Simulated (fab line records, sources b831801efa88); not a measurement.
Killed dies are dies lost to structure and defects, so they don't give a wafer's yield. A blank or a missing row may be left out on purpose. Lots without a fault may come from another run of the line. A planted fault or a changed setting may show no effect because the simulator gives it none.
One fault seen from 2 desks | flow sky130 | each desk has only its own numbers; what lay behind them comes last

THE METROLOGY DESK
What the gauges read, lot by lot, whatever tool the lot ran on: means of the sampled wafers that have a number. A lot is out of limits, marked OUT, if its mean lies more than 4 standard deviations from the usual mean; the brackets give that distance.
Columns: A = INCOMING_BOW at SKY_FIELD_ISO_BOW_MEAS_00, usual 1 um; B = FIELD_ISO_CVD_03_THK at SKY_FIELD_ISO_THK_MEAS_04, usual 164.7 nm; C = VT_ADJUST_LVTN_OVL at SKY_VT_ADJUST_LVTN_OVL_MEAS_07, usual 0.7 nm; D = VIA1_W_RS at SKY_VIA1_RS_MEAS_22, usual 0.428 ohm/sq; E = VIA1_W_THK at SKY_VIA1_THK_MEAS_23, usual 265 nm
lot  | first seen here | A  | B     | C    | D                | E
L607 | day 1 10:01     | -4 | 164.1 | 0.2  | 0.423            | 267
L610 | day 2 01:02     | 3  | 164.9 | -0.4 | 0.418            | 272
L612 | day 2 11:00     | 2  | 163.1 | 2.1  | 0.420            | 270
L613 | day 2 16:00     | 2  | 161.9 | -0.3 | 0.428            | 263
L614 | day 2 21:01     | 2  | 162.2 | 0.8  | 0.427            | 266
L616 | day 3 07:04     | -1 | 164.4 | 1.0  | 0.437            | 261
L620 | day 4 03:04     | -1 | 163.9 | 0.5  | 0.371 (-6.5) OUT | 308 (+7.2) OUT
L623 | day 4 18:04     | 5  | 163.8 | 0.6  | 0.378 (-5.7) OUT | 304 (+6.5) OUT
L624 | day 4 23:00     | 0  | 165.7 | -0.4 | 0.377 (-5.9) OUT | 309 (+7.3) OUT
L625 | day 5 04:01     | 0  | 163.9 | -0.4 | 0.432            | 267
L626 | day 5 09:01     | -2 | 168.5 | 0.3  | 0.430            | 268
L629 | day 6 00:02     | -3 | 164.8 | 1.1  | 0.429            | 261
This desk's finding: out of limits on L620, L623, L624; first on L620, day 38 01:25 (VIA1_W_RS at SKY_VIA1_RS_MEAS_22). In limits: L607, L610, L612, L613, L614, L616, L625, L626, L629.

THE TOOL OWNER'S DESK: cvd_w-01
The tool's own readings at SKY_VIA1_CVD_21 (deposits W, target thk 270 nm, time 80.902 s): means of the sampled wafers that have a number, for each lot that ran on this tool. A lot is out of limits, marked OUT, if its mean lies more than 4 standard deviations from the usual mean; the brackets give that distance.
Columns: A = heater_power_w at SKY_VIA1_CVD_21, usual 907 W
lot  | first seen here | A
L616 | day 36 22:53    | 829
L620 | day 38 01:17    | 775
L623 | day 38 08:39    | 772
L624 | day 38 10:11    | 898
This desk's finding: nothing out of limits on any of the 4 lots.

PUT TOGETHER
The metrology desk could have raised an alarm at day 38 01:25, on L620, L623, L624.
The tool owner's desk saw nothing out of limits.
The tool owner's desk has L620, L623, L624 on record, within its limits.
Of the lots named, all ran SKY_VIA1_CVD_21 on cvd_w-01.

WHAT THE SIMULATOR HAD PUT IN
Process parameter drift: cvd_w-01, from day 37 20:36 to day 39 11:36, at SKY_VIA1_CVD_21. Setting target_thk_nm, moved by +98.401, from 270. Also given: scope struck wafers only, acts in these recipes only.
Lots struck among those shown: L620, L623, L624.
Hours from the fault's start to each desk's first reading out of limits: the metrology desk, 5.
